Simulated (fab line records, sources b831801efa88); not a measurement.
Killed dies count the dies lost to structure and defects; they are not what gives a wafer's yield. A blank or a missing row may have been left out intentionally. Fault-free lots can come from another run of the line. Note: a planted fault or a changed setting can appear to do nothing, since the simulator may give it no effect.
fab line records -- flow sky130
record lots=11, wafers=33, last-day=51
route steps=708 shown METAL4@634 VIA4@642 PAD_OPEN@708
lots untouched by any fault: they come from a run of this same line in which no faults occurred
start-h: start of the lot's first displayed wafer, in hours after the record's first day -- wait-h: hours from the lot's prior step to this one -- " the same as in the row above -- L1.1+2: several wafers, shown together as one row -- - no value present, or no start provided -- * or withheld: withheld -- < > ~ a bound
route shown NAME@n: NAME is a module with steps in the file, n the number in the route of the first one -- usual: the fault-free wafers' mean and standard deviation -- same: alike in all rows -- chamber/n: place in a boat -- sites: each site's reading -- _std_site: the standard deviation of these -- _edge_site: mean of outer sites minus mean of inner sites -- radius-mm: how far each site lies from the wafer's centre -- mask NAME#n: copy n -- behind: the last tool/chamber to shape the wafer -- hold: reason for holding the lot/hours on hold/outcome of the hold -- device: which transistor (n, p or np) failed to switch -- end of line: the same wafers' tests at the end of the route -- for a step that has no rows: nothing shown but its recipe -- killed: dies lost to structure and defects at the first sort, not the wafer's yield -- map: a wafer's dies, x killed, . not, _ none there
set.NAME: the setting the step ran with; set.NAME@STEP: the setting that earlier step ran with -- model.NAME: the simulator's own value behind a step, which no gauge read
route steps across a sampled set of lots; one table per step, one row per wafer
services: when a tool's chamber went out of use (start-h, in hours from the record's first day, below 0 if earlier), for how many hours, and the reason
## steps
# step SKY_METAL4_METAL_ETCH_18
# recipe target-depth-a=8450, stop-on=SiO2, over-etch-frac=0.3, time-s=183.1, chemistry=Cl2/BCl3, resist-sidewall-deg=88, pressure-mtorr=10, icp-w=900, bias-w=48.5, Cl2_flow_sccm=60, bcl3-flow-sccm=30
# usual drypump-motor-current-A=5.5/0.46, mfc-cl2-sccm=60.00/0.16, oes-product-au=0.874/0.0061, throttle-valve-pct=22.265/0.0096
# same over-etch-frac=0.3
lot.wafer,tool,chamber,start-h,wait-h,drypump-motor-current-A,mfc-cl2-sccm,oes-product-au,rf-hours-counter-h,throttle-valve-pct
L141.2,rie-metal-02,0,967.91,0.0,5.3,59.74,0.873,12,22.260
L141.3,rie-metal-02,1,967.91,0.0,5.1,60.14,0.877,-,22.257
L141.5,rie-metal-02,0,967.91,0.0,5.3,60.01,0.871,-,22.258
L143.4,rie-metal-02,1,985.37,0.1,5.2,60.12,0.877,-,22.276
L143.5,rie-metal-02,0,985.37,0.1,5.3,60.08,0.876,-,22.254
L143.6,rie-metal-02,1,985.37,0.1,5.1,60.04,0.878,-,22.268
L144.1,rie-metal-02,0,992.84,0.0,5.3,59.89,0.868,13,22.276
L144.5,rie-metal-02,0,992.84,0.0,5.3,60.05,0.864,-,22.250
L144.6,rie-metal-02,1,992.84,0.0,5.1,59.82,0.868,-,22.275
L145.1,rie-metal-04,1,998.56,0.0,6.3,60.00,0.876,6,22.266
L145.3,rie-metal-04,1,998.56,0.0,6.2,60.12,0.863,-,22.266
L145.5,rie-metal-04,0,998.56,0.0,6.1,60.09,0.867,-,22.271
L149.1,rie-metal-02,1,1036.99,0.0,5.1,60.14,0.874,13,22.258
L149.4,rie-metal-02,1,1036.99,0.0,5.1,60.23,0.881,-,22.266
L149.5,rie-metal-02,1,1036.99,0.0,5.1,59.94,0.871,-,22.256
L147.3,rie-metal-03,0,1038.47,0.1,5.1,60.15,0.875,-,22.255
L147.5,rie-metal-03,0,1038.47,0.1,5.1,59.98,0.868,-,22.253
L147.6,rie-metal-03,1,1038.47,0.1,5.5,60.17,0.872,-,22.272
L155.1,rie-metal-04,1,1065.91,0.0,6.2,59.83,0.865,10,22.268
L155.3,rie-metal-04,1,1065.91,0.0,6.3,59.83,0.874,-,22.265
L155.5,rie-metal-04,1,1065.91,0.0,6.3,59.64,0.869,-,22.268
L156.3,rie-metal-04,1,1071.37,0.1,6.3,60.11,0.882,-,22.266
L156.4,rie-metal-04,0,1071.37,0.1,6.1,59.72,0.878,-,22.259
L156.5,rie-metal-04,0,1071.37,0.1,6.1,59.56,0.875,-,22.253
L160.1,rie-metal-03,1,1103.91,0.0,5.5,60.11,0.872,15,22.258
L160.2,rie-metal-03,0,1103.91,0.0,5.0,59.82,0.883,19,22.281
L160.4,rie-metal-03,0,1103.91,0.0,5.1,59.73,0.872,-,22.250
L161.1,rie-metal-04,0,1107.54,0.0,6.1,59.91,0.886,20,22.278
L161.3,rie-metal-04,1,1107.54,0.0,6.3,60.08,0.874,-,22.280
L161.5,rie-metal-04,0,1107.54,0.0,6.1,59.98,0.870,-,22.259
L164.2,rie-metal-03,1,1145.06,0.0,5.5,60.00,0.874,18,22.264
L164.3,rie-metal-03,0,1145.06,0.0,5.1,60.17,0.873,-,22.265
L164.5,rie-metal-03,1,1145.06,0.0,5.5,59.78,0.879,-,22.261
# step SKY_VIA4_BOW_MEAS_03
# recipe mode=bow
# usual VIA4_BOW=79/9.3
lot.wafer,tool,chamber,start-h,wait-h,VIA4_BOW[um]
L141.2,film-metro-04,-,972.96,0.3,75
L141.3,film-metro-04,-,972.96,0.3,75
L141.5,film-metro-04,-,972.96,0.3,79
L143.4,film-metro-02,-,986.68,0.3,84
L143.5,film-metro-02,-,986.68,0.3,82
L143.6,film-metro-02,-,986.68,0.3,86
L144.1,film-metro-02,-,994.16,0.1,71
L144.5,film-metro-02,-,994.16,0.1,74
L144.6,film-metro-02,-,994.16,0.1,72
L145.1,film-metro-02,-,999.87,0.2,86
L145.3,film-metro-02,-,999.87,0.2,83
L145.5,film-metro-02,-,999.87,0.2,79
L149.1,film-metro-01,-,1038.30,0.2,73
L149.4,film-metro-01,-,1038.30,0.2,79
L149.5,film-metro-01,-,1038.30,0.2,73
L147.3,film-metro-04,-,1039.79,0.2,78
L147.5,film-metro-04,-,1039.79,0.2,81
L147.6,film-metro-04,-,1039.79,0.2,79
L155.1,film-metro-02,-,1067.23,0.2,86
L155.3,film-metro-02,-,1067.23,0.2,86
L155.5,film-metro-02,-,1067.23,0.2,88
L156.3,film-metro-02,-,1072.70,0.3,72
L156.4,film-metro-02,-,1072.70,0.3,70
L156.5,film-metro-02,-,1072.70,0.3,63
L160.1,film-metro-01,-,1105.23,0.1,68
L160.2,film-metro-01,-,1105.23,0.1,85
L160.4,film-metro-01,-,1105.23,0.1,77
L161.1,film-metro-02,-,1108.92,0.2,81
L161.3,film-metro-02,-,1108.92,0.2,82
L161.5,film-metro-02,-,1108.92,0.2,74
L164.2,film-metro-01,-,1146.39,0.3,58
L164.3,film-metro-01,-,1146.39,0.3,82
L164.5,film-metro-01,-,1146.39,0.3,76
# step SKY_VIA4_SOFTBAKE_07
# recipe temp-c=90, time-s=60, resist=NOVOLAK
# usual resist-line-temp-C=23.01/0.091, run-length-s=89.32/0.13
lot.wafer,tool,chamber,start-h,wait-h,resist-line-temp-C,run-length-s
L141.2,litho-track-04,0,985.10,0.1,22.94,89.18
L141.3,litho-track-04,0,985.10,0.1,23.11,89.31
L141.5,litho-track-04,0,985.10,0.1,22.94,89.20
L143.4,litho-track-04,0,996.80,0.1,23.05,89.47
L143.5,litho-track-04,0,996.80,0.1,22.92,89.29
L143.6,litho-track-04,0,996.80,0.1,23.03,89.17
L144.1,litho-track-02,0,1005.31,0.1,23.09,89.21
L144.5,litho-track-02,0,1005.31,0.1,22.98,89.24
L144.6,litho-track-02,0,1005.31,0.1,22.91,89.26
L145.1,litho-track-02,0,1012.41,0.1,22.84,89.41
L145.3,litho-track-02,0,1012.41,0.1,23.05,89.20
L145.5,litho-track-02,0,1012.41,0.1,22.97,89.31
L149.1,litho-track-04,0,1047.83,0.1,23.03,89.32
L149.4,litho-track-04,0,1047.83,0.1,23.01,89.23
L149.5,litho-track-04,0,1047.83,0.1,23.08,89.22
L147.3,litho-track-02,0,1050.11,0.1,23.05,89.20
L147.5,litho-track-02,0,1050.11,0.1,22.99,89.27
L147.6,litho-track-02,0,1050.11,0.1,23.08,89.27
L155.1,litho-track-04,0,1077.63,0.1,22.91,95.43
L155.3,litho-track-04,0,1077.63,0.1,22.99,95.34
L155.5,litho-track-04,0,1077.63,0.1,23.12,95.38
L156.3,litho-track-04,0,1084.38,0.1,23.11,95.40
L156.4,litho-track-04,0,1084.38,0.1,22.97,95.42
L156.5,litho-track-04,0,1084.38,0.1,23.11,95.45
L160.1,litho-track-03,0,1114.09,0.1,22.83,89.52
L160.2,litho-track-03,0,1114.09,0.1,22.94,89.49
L160.4,litho-track-03,0,1114.09,0.1,22.89,89.38
L161.1,litho-track-03,0,1117.29,0.1,22.96,89.46
L161.3,litho-track-03,0,1117.29,0.1,22.96,89.59
L161.5,litho-track-03,0,1117.29,0.1,23.09,89.55
L164.2,litho-track-02,0,1154.73,0.1,22.83,89.47
L164.3,litho-track-02,0,1154.73,0.1,22.82,89.19
L164.5,litho-track-02,0,1154.73,0.1,22.84,89.22
# step SKY_VIA4_STRIP_13
# recipe chemistry=O2/N2, power-w=1400, pressure-mtorr=1500, platen-temp-c=withheld, o2-flow-sccm=3000, n2-flow-sccm=300, overash-fraction=0.5
# usual drypump-motor-current-A=5.8/0.36, oes-product-au=0.709/0.0045, strip-time-to-endpoint-s=12.808/0.029
# same overash-fraction=0.5
lot.wafer,tool,chamber,start-h,wait-h,drypump-motor-current-A,oes-product-au,rf-hours-counter-h,strip-time-to-endpoint-s
L141.2,plasma-asher-04,0,995.65,-,5.9,0.718,22,12.784
L141.3,plasma-asher-04,0,995.65,-,5.9,0.707,-,12.768
L141.5,plasma-asher-04,1,995.65,-,5.3,0.698,-,12.794
L143.4,plasma-asher-04,1,1008.75,-,5.4,0.712,-,12.818
L143.5,plasma-asher-04,1,1008.75,-,5.3,0.707,-,12.829
L143.6,plasma-asher-04,0,1008.75,-,5.9,0.715,-,12.781
L144.1,plasma-asher-04,0,1017.03,-,5.9,0.701,24,12.812
L144.5,plasma-asher-04,0,1017.03,-,5.9,0.710,-,12.875
L144.6,plasma-asher-04,1,1017.03,-,5.3,0.702,-,12.815
L145.1,plasma-asher-01,0,1022.12,-,5.5,0.714,62,12.827
L145.3,plasma-asher-01,0,1022.12,-,5.5,0.710,-,12.822
L145.5,plasma-asher-01,0,1022.12,-,5.5,0.711,-,12.764
L149.1,plasma-asher-04,0,1060.20,-,5.9,0.707,28,12.780
L149.4,plasma-asher-04,0,1060.20,-,5.9,0.708,-,12.817
L149.5,plasma-asher-04,1,1060.20,-,5.3,0.710,-,12.827
L147.3,plasma-asher-04,1,1061.90,-,5.3,0.712,-,12.767
L147.5,plasma-asher-04,0,1061.90,-,5.9,0.705,-,12.783
L147.6,plasma-asher-04,1,1061.90,-,5.3,0.702,-,12.794
L155.1,plasma-asher-01,1,1087.60,-,6.3,0.716,69,12.797
L155.3,plasma-asher-01,1,1087.60,-,6.2,0.711,-,12.843
L155.5,plasma-asher-01,0,1087.60,-,5.5,0.708,-,12.830
L156.3,plasma-asher-04,0,1093.63,-,5.9,0.713,-,12.803
L156.4,plasma-asher-04,1,1093.63,-,5.3,0.708,-,12.818
L156.5,plasma-asher-04,0,1093.63,-,5.9,0.701,-,12.793
L160.1,plasma-asher-02,1,1124.47,-,6.2,0.705,99,12.838
L160.2,plasma-asher-02,0,1124.47,-,6.1,0.706,99,12.853
L160.4,plasma-asher-02,0,1124.47,-,6.1,0.710,-,12.827
L161.1,plasma-asher-01,1,1128.15,-,6.3,0.719,73,12.837
L161.3,plasma-asher-01,0,1128.15,-,5.5,0.713,-,12.779
L161.5,plasma-asher-01,0,1128.15,-,5.6,0.711,-,12.790
L164.2,plasma-asher-01,0,1163.32,-,5.5,0.707,77,12.827
L164.3,plasma-asher-01,0,1163.32,-,5.5,0.713,-,12.826
L164.5,plasma-asher-01,0,1163.32,-,5.5,0.715,-,12.830
# step SKY_PAD_OPEN_PROBE_99
# usual defect-limited-yield=82.2/2, killed_at_M0_to_M3=43/6.4, killed_at_M4_up=3.2/1.8, killed-at-contacts=25/5.8, killed-at-front-end=16/4.1, killed-at-other=0.2/0.47, killed-dies=88/9.9, killed-on-rim=17/4.1, killed-open=47/7.3, killed-short=40/7.1, sort_bin_3_pad_short=0.9/0.41, sort_bin_5_function=10.6/1.6, sort_bin_6_memory=6.3/1.2, sort-n-pass=404/9.9, sort-yield-pct=82.2/2
# same gross-dies=492, killed-at-back-side=0, sort_bin_4_leakage[%]=0, sort_bin_8_speed[%]=0
lot.wafer,tool,chamber,start-h,wait-h,defect-limited-yield[%],killed_at_M0_to_M3,killed_at_M4_up,killed-at-contacts,killed-at-front-end,killed-at-other,killed-dies,killed-on-rim,killed-open,killed-short,sort_bin_3_pad_short[%],sort_bin_5_function[%],sort_bin_6_memory[%],sort-n-pass,sort-yield-pct[%]
L141.2,prober-01,-,1067.81,0.1,82.7,42,4,25,14,0,85,17,37,47,2.2,10.0,5.1,407,82.7
L141.3,prober-01,-,1067.86,0.2,84.3,38,4,22,13,0,77,16,50,27,0.2,10.6,4.9,415,84.3
L141.5,prober-01,-,1067.96,0.2,84.8,35,1,19,20,0,75,22,41,34,0.6,9.1,5.5,417,84.8
L143.4,prober-01,-,1079.81,0.2,80.5,59,4,20,13,0,96,23,51,45,0.8,11.0,7.7,396,80.5
L143.5,prober-01,-,1079.86,0.2,80.9,52,4,20,18,0,94,17,53,41,0.4,11.0,7.7,398,80.9
L143.6,prober-01,-,1079.91,0.2,83.5,44,2,22,13,0,81,12,31,50,0.8,10.8,4.9,411,83.5
L144.1,prober-02,-,1088.78,0.1,85.0,45,1,18,10,0,74,16,41,33,1.2,8.5,5.3,418,85.0
L144.5,prober-02,-,1088.98,0.2,82.1,42,2,26,18,0,88,23,40,48,1.2,10.0,6.7,404,82.1
L144.6,prober-02,-,1089.03,0.2,83.1,47,2,26,8,0,83,15,52,31,0.2,11.0,5.7,409,83.1
L145.1,prober-01,-,1091.91,0.1,82.7,51,1,24,9,0,85,20,45,40,1.0,10.4,5.9,407,82.7
L145.3,prober-01,-,1092.01,0.2,83.3,41,3,20,18,0,82,14,47,35,1.2,8.3,7.1,410,83.3
L145.5,prober-01,-,1092.11,0.2,84.6,35,4,26,11,0,76,15,44,32,1.0,9.8,4.7,416,84.6
L149.1,prober-01,-,1123.51,0.1,83.1,37,4,30,12,0,83,12,50,32,1.8,9.3,5.7,409,83.1
L149.4,prober-01,-,1123.66,0.2,79.3,48,1,35,18,0,102,20,54,48,0.8,13.4,6.5,390,79.3
L149.5,prober-01,-,1123.71,0.2,82.7,43,3,27,12,0,85,15,49,36,0.6,8.9,7.7,407,82.7
L147.3,prober-01,-,1127.28,0.2,83.7,38,6,27,9,0,80,11,46,34,1.0,8.3,6.9,412,83.7
L147.5,prober-01,-,1127.38,0.2,80.9,46,5,32,11,0,94,13,56,38,0.6,11.0,7.5,398,80.9
L147.6,prober-01,-,1127.43,0.2,77.6,47,3,42,18,0,110,25,67,43,0.8,12.0,9.6,382,77.6
L155.1,prober-01,-,1152.63,0.1,81.7,51,1,24,14,0,90,20,45,45,0.8,10.4,7.1,402,81.7
L155.3,prober-01,-,1152.73,0.2,79.1,49,2,34,18,0,103,16,57,46,1.0,14.0,5.9,389,79.1
L155.5,prober-01,-,1152.83,0.2,81.5,47,3,26,13,2,91,17,49,40,1.4,10.4,6.7,401,81.5
L156.3,prober-02,-,1156.56,0.2,82.1,42,6,23,17,0,88,22,38,50,1.0,9.8,7.1,404,82.1
L156.4,prober-02,-,1156.61,0.2,82.9,47,4,20,13,0,84,14,47,37,0.4,9.1,7.5,408,82.9
L156.5,prober-02,-,1156.66,0.2,79.5,43,2,40,16,0,101,27,41,59,1.6,10.4,8.5,391,79.5
L160.1,prober-02,-,1181.60,0.1,80.9,47,5,26,15,1,94,15,46,46,0.2,12.8,6.1,398,80.9
L160.2,prober-02,-,1181.65,0.1,83.3,45,4,18,15,0,82,14,44,38,1.4,9.1,6.1,410,83.3
L160.4,prober-02,-,1181.75,0.2,81.5,47,2,19,22,1,91,17,45,45,1.4,9.6,7.5,401,81.5
L161.1,prober-01,-,1185.71,0.1,81.1,46,4,27,16,0,93,20,50,43,1.0,11.8,6.1,399,81.1
L161.3,prober-01,-,1185.81,0.2,79.9,51,2,28,18,0,99,23,57,41,0.8,12.0,7.3,393,79.9
L161.5,prober-01,-,1185.91,0.2,79.7,56,2,23,18,1,100,22,45,55,1.0,11.0,8.3,392,79.7
L164.2,prober-02,-,1214.52,0.1,84.8,35,1,25,14,0,75,15,43,32,0.6,9.8,4.9,417,84.8
L164.3,prober-02,-,1214.57,0.2,83.1,38,3,21,21,0,83,19,47,36,1.0,9.6,6.3,409,83.1
L164.5,prober-02,-,1214.67,0.2,85.0,37,4,24,9,0,74,10,40,34,1.4,8.7,4.9,418,85.0
# killed by level:class
L141.2 VIA1:geometric-particle:open=13 CONTACT:geometric-particle:open=8 METAL2:geometric-particle:short=6 FIELD_ISO:geometric-particle:short=5 POLY_GATE:geometric-particle:short=5 LOCAL_INTERCONNECT:geometric-particle:open=5 METAL3:geometric-particle:short=5 VIA2:geometric-particle:open=5
L141.3 VIA1:geometric-particle:open=11 LI_CONTACT:geometric-particle:open=9 CONTACT:geometric-particle:open=9 VIA2:geometric-particle:open=6 FIELD_ISO:geometric-particle:open=4 VIA1:geometric-particle:short=4 METAL2:geometric-particle:short=4 POLY_GATE:geometric-particle:short=3
L141.5 VIA1:geometric-particle:open=13 CONTACT:geometric-particle:open=9 POLY_GATE:geometric-particle:open=8 METAL2:geometric-particle:short=6 FIELD_ISO:geometric-particle:open=4 POLY_GATE:geometric-particle:short=4 VIA2:geometric-particle:open=4 CONTACT:geometric-particle:short=4
L143.4 VIA1:geometric-particle:open=14 METAL2:geometric-particle:short=11 LI_CONTACT:geometric-particle:open=9 FIELD_ISO:geometric-particle:open=7 METAL3:geometric-particle:short=7 CONTACT:geometric-particle:open=6 METAL1:geometric-particle:short=6 FIELD_ISO:geometric-particle:short=4
L143.5 VIA1:geometric-particle:open=13 LI_CONTACT:geometric-particle:open=10 FIELD_ISO:geometric-particle:open=9 METAL2:geometric-particle:short=8 LOCAL_INTERCONNECT:geometric-particle:short=6 METAL1:geometric-particle:short=6 VIA3:geometric-particle:short=5 VIA2:geometric-particle:open=5
L143.6 METAL1:geometric-particle:short=11 METAL2:geometric-particle:short=9 LI_CONTACT:geometric-particle:open=9 VIA2:geometric-particle:short=5 FIELD_ISO:geometric-particle:short=4 POLY_GATE:geometric-particle:short=4 VIA1:geometric-particle:open=4 LOCAL_INTERCONNECT:geometric-particle:short=3
L144.1 VIA3:geometric-particle:open=9 CONTACT:geometric-particle:open=8 VIA1:geometric-particle:open=8 METAL1:geometric-particle:short=6 METAL2:geometric-particle:short=6 VIA3:geometric-particle:short=4 VIA2:geometric-particle:open=4 FIELD_ISO:geometric-particle:short=3
L144.5 VIA1:geometric-particle:open=8 LI_CONTACT:geometric-particle:open=7 VIA2:geometric-particle:open=7 POLY_GATE:geometric-particle:short=5 LI_CONTACT:geometric-particle:short=5 LOCAL_INTERCONNECT:geometric-particle:short=5 CONTACT:geometric-particle:open=5 METAL2:geometric-particle:short=5
L144.6 CONTACT:geometric-particle:open=11 VIA1:geometric-particle:open=10 LI_CONTACT:geometric-particle:open=8 METAL1:geometric-particle:short=8 VIA3:geometric-particle:open=8 VIA2:geometric-particle:open=6 LOCAL_INTERCONNECT:geometric-particle:short=4 FIELD_ISO:geometric-particle:short=3
L145.1 CONTACT:geometric-particle:open=9 VIA1:geometric-particle:open=9 METAL1:geometric-particle:short=8 VIA2:geometric-particle:open=8 LOCAL_INTERCONNECT:geometric-particle:short=6 VIA1:geometric-particle:short=6 METAL3:geometric-particle:short=5 VIA3:geometric-particle:open=5
L145.3 VIA1:geometric-particle:open=14 CONTACT:geometric-particle:open=11 METAL1:geometric-particle:short=8 LI_CONTACT:geometric-particle:open=5 FIELD_ISO:geometric-particle:short=4 VIA1:geometric-particle:short=4 POLY_GATE:geometric-particle:open=4 POLY_GATE:geometric-particle:short=4
L145.5 LI_CONTACT:geometric-particle:open=9 VIA1:geometric-particle:open=9 CONTACT:geometric-particle:open=8 LOCAL_INTERCONNECT:geometric-particle:short=5 METAL2:geometric-particle:short=5 VIA2:geometric-particle:open=5 POLY_GATE:geometric-particle:open=4 METAL1:geometric-particle:short=4
L149.1 LI_CONTACT:geometric-particle:open=12 VIA1:geometric-particle:open=11 CONTACT:geometric-particle:open=8 VIA1:geometric-particle:short=6 CONTACT:geometric-particle:short=6 VIA3:geometric-particle:open=6 METAL1:geometric-particle:short=5 POLY_GATE:geometric-particle:short=3
L149.4 CONTACT:geometric-particle:short=12 VIA1:geometric-particle:open=12 CONTACT:geometric-particle:open=10 VIA1:geometric-particle:short=9 FIELD_ISO:geometric-particle:open=6 METAL1:geometric-particle:short=6 METAL2:geometric-particle:short=6 VIA2:geometric-particle:open=6
L149.5 VIA1:geometric-particle:open=17 CONTACT:geometric-particle:open=8 CONTACT:geometric-particle:short=7 LI_CONTACT:geometric-particle:open=6 LOCAL_INTERCONNECT:geometric-particle:short=6 VIA3:geometric-particle:open=6 METAL1:geometric-particle:short=4 METAL2:geometric-particle:short=4
L147.3 VIA1:geometric-particle:open=10 CONTACT:geometric-particle:open=8 LI_CONTACT:geometric-particle:open=7 VIA1:geometric-particle:short=7 CONTACT:geometric-particle:short=5 VIA2:geometric-particle:open=5 VIA3:geometric-particle:open=4 FIELD_ISO:geometric-particle:short=3
L147.5 CONTACT:geometric-particle:open=16 VIA1:geometric-particle:open=12 LI_CONTACT:geometric-particle:open=7 VIA3:geometric-particle:open=6 VIA2:geometric-particle:open=6 VIA1:geometric-particle:short=5 CONTACT:geometric-particle:short=5 METAL1:geometric-particle:short=5
L147.6 CONTACT:geometric-particle:open=18 VIA1:geometric-particle:open=15 LI_CONTACT:geometric-particle:open=13 FIELD_ISO:geometric-particle:short=7 FIELD_ISO:geometric-particle:open=6 LOCAL_INTERCONNECT:geometric-particle:short=6 VIA1:geometric-particle:short=6 VIA2:geometric-particle:open=6
L155.1 VIA1:geometric-particle:short=9 CONTACT:geometric-particle:open=9 METAL1:geometric-particle:short=7 VIA3:geometric-particle:open=7 LI_CONTACT:geometric-particle:open=6 VIA2:geometric-particle:open=6 POLY_GATE:geometric-particle:open=5 VIA2:geometric-particle:short=5
L155.3 VIA1:geometric-particle:open=16 LI_CONTACT:geometric-particle:open=13 METAL1:geometric-particle:short=7 VIA3:geometric-particle:open=6 FIELD_ISO:geometric-particle:open=5 FIELD_ISO:geometric-particle:short=5 LI_CONTACT:geometric-particle:short=5 LOCAL_INTERCONNECT:geometric-particle:short=5
L155.5 VIA1:geometric-particle:open=13 CONTACT:geometric-particle:open=11 VIA2:geometric-particle:open=8 FIELD_ISO:geometric-particle:open=7 CONTACT:geometric-particle:short=5 VIA1:geometric-particle:short=5 METAL2:geometric-particle:short=5 VIA3:geometric-particle:short=5
L156.3 VIA1:geometric-particle:short=9 LOCAL_INTERCONNECT:geometric-particle:short=8 METAL1:geometric-particle:short=8 VIA1:geometric-particle:open=8 LI_CONTACT:geometric-particle:short=5 LI_CONTACT:geometric-particle:open=5 METAL4:geometric-particle:short=5 FIELD_ISO:geometric-particle:short=4
L156.4 VIA1:geometric-particle:open=11 LI_CONTACT:geometric-particle:open=9 VIA2:geometric-particle:open=6 FIELD_ISO:geometric-particle:short=6 VIA1:geometric-particle:short=6 METAL1:geometric-particle:short=6 VIA3:geometric-particle:open=6 METAL2:geometric-particle:open=4
L156.5 CONTACT:geometric-particle:open=12 VIA1:geometric-particle:open=8 LI_CONTACT:geometric-particle:open=7 LOCAL_INTERCONNECT:geometric-particle:short=7 FIELD_ISO:geometric-particle:short=6 LI_CONTACT:geometric-particle:short=6 METAL1:geometric-particle:short=6 VIA1:geometric-particle:short=6
L160.1 VIA1:geometric-particle:open=11 CONTACT:geometric-particle:open=7 LOCAL_INTERCONNECT:geometric-particle:short=7 VIA3:geometric-particle:open=7 METAL2:geometric-particle:short=6 VIA2:geometric-particle:open=6 VIA1:geometric-particle:short=5 POLY_GATE:geometric-particle:open=5
L160.2 VIA1:geometric-particle:open=10 VIA2:geometric-particle:open=7 VIA3:geometric-particle:open=7 SPACER:geometric-particle:short=5 LOCAL_INTERCONNECT:geometric-particle:short=5 METAL1:geometric-particle:short=5 METAL2:geometric-particle:short=5 POLY_GATE:geometric-particle:short=4
L160.4 VIA1:geometric-particle:open=8 CONTACT:geometric-particle:open=7 METAL1:geometric-particle:short=7 VIA3:geometric-particle:open=7 POLY_GATE:geometric-particle:short=6 VIA1:geometric-particle:short=6 FIELD_ISO:geometric-particle:short=5 POLY_GATE:geometric-particle:open=5
L161.1 CONTACT:geometric-particle:open=11 VIA1:geometric-particle:open=10 LI_CONTACT:geometric-particle:open=8 METAL2:geometric-particle:short=8 VIA2:geometric-particle:open=6 VIA3:geometric-particle:open=5 VIA2:geometric-particle:short=4 CONTACT:geometric-particle:short=4
L161.3 CONTACT:geometric-particle:open=10 METAL1:geometric-particle:short=9 LI_CONTACT:geometric-particle:open=8 VIA3:geometric-particle:open=8 VIA1:geometric-particle:open=8 VIA2:geometric-particle:open=7 CONTACT:geometric-particle:short=6 METAL2:geometric-particle:short=6
L161.5 VIA1:geometric-particle:open=15 METAL1:geometric-particle:short=10 CONTACT:geometric-particle:open=9 VIA1:geometric-particle:short=9 VIA2:geometric-particle:open=7 POLY_GATE:geometric-particle:short=6 METAL2:geometric-particle:short=6 LI_CONTACT:geometric-particle:open=5
L164.2 VIA1:geometric-particle:open=12 LI_CONTACT:geometric-particle:open=8 CONTACT:geometric-particle:open=7 POLY_GATE:geometric-particle:short=6 CONTACT:geometric-particle:short=5 METAL1:geometric-particle:short=5 POLY_GATE:geometric-particle:open=4 LOCAL_INTERCONNECT:geometric-particle:short=4
L164.3 VIA1:geometric-particle:open=14 FIELD_ISO:geometric-particle:open=9 CONTACT:geometric-particle:short=7 POLY_GATE:geometric-particle:short=6 CONTACT:geometric-particle:open=6 VIA3:geometric-particle:open=5 FIELD_ISO:geometric-particle:short=4 LI_CONTACT:geometric-particle:open=4
L164.5 CONTACT:geometric-particle:open=9 VIA1:geometric-particle:open=8 LI_CONTACT:geometric-particle:short=6 METAL1:geometric-particle:short=5 METAL2:geometric-particle:short=5 CONTACT:geometric-particle:short=4 LI_CONTACT:geometric-particle:open=4 VIA2:geometric-particle:open=4
## services
tool,chamber,start-h,hours,kind
rie-metal-02,0,944.98,5.0,repair
plasma-asher-01,-,948.41,1.1,repair
rie-metal-04,0,954.30,8.3,repair
rie-metal-03,-,963.72,1.4,pm
plasma-asher-04,-,1056.23,2.3,repair
plasma-asher-02,-,1068.79,14.6,pm
rie-metal-02,0,1082.37,5.1,repair
plasma-asher-04,-,1094.25,0.9,repair
litho-track-04,-,1109.97,-,consumable-replace:filter
rie-metal-02,-,1130.12,0.7,repair
## key
first-sign step=SKY_VIA4_SOFTBAKE_07, reading=run-length-s, direction=up, sigmas=48, usual=*, struck=*
effect none on later readings
met-at SKY_VIA4_SOFTBAKE_07
struck-lots L155,L156
not-acting-at SKY_METAL4_METAL_ETCH_18,SKY_VIA4_BOW_MEAS_03,SKY_VIA4_STRIP_13
onset-between 1047.83 1077.63
fault kind=process-parameter-drift, tool=litho-track-04, chamber=-, onset-h=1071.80, steps=SKY_VIA4_SOFTBAKE_07, channel=time-s, offset=*, shape=step, end-h=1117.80, acts-in=*, stated=*
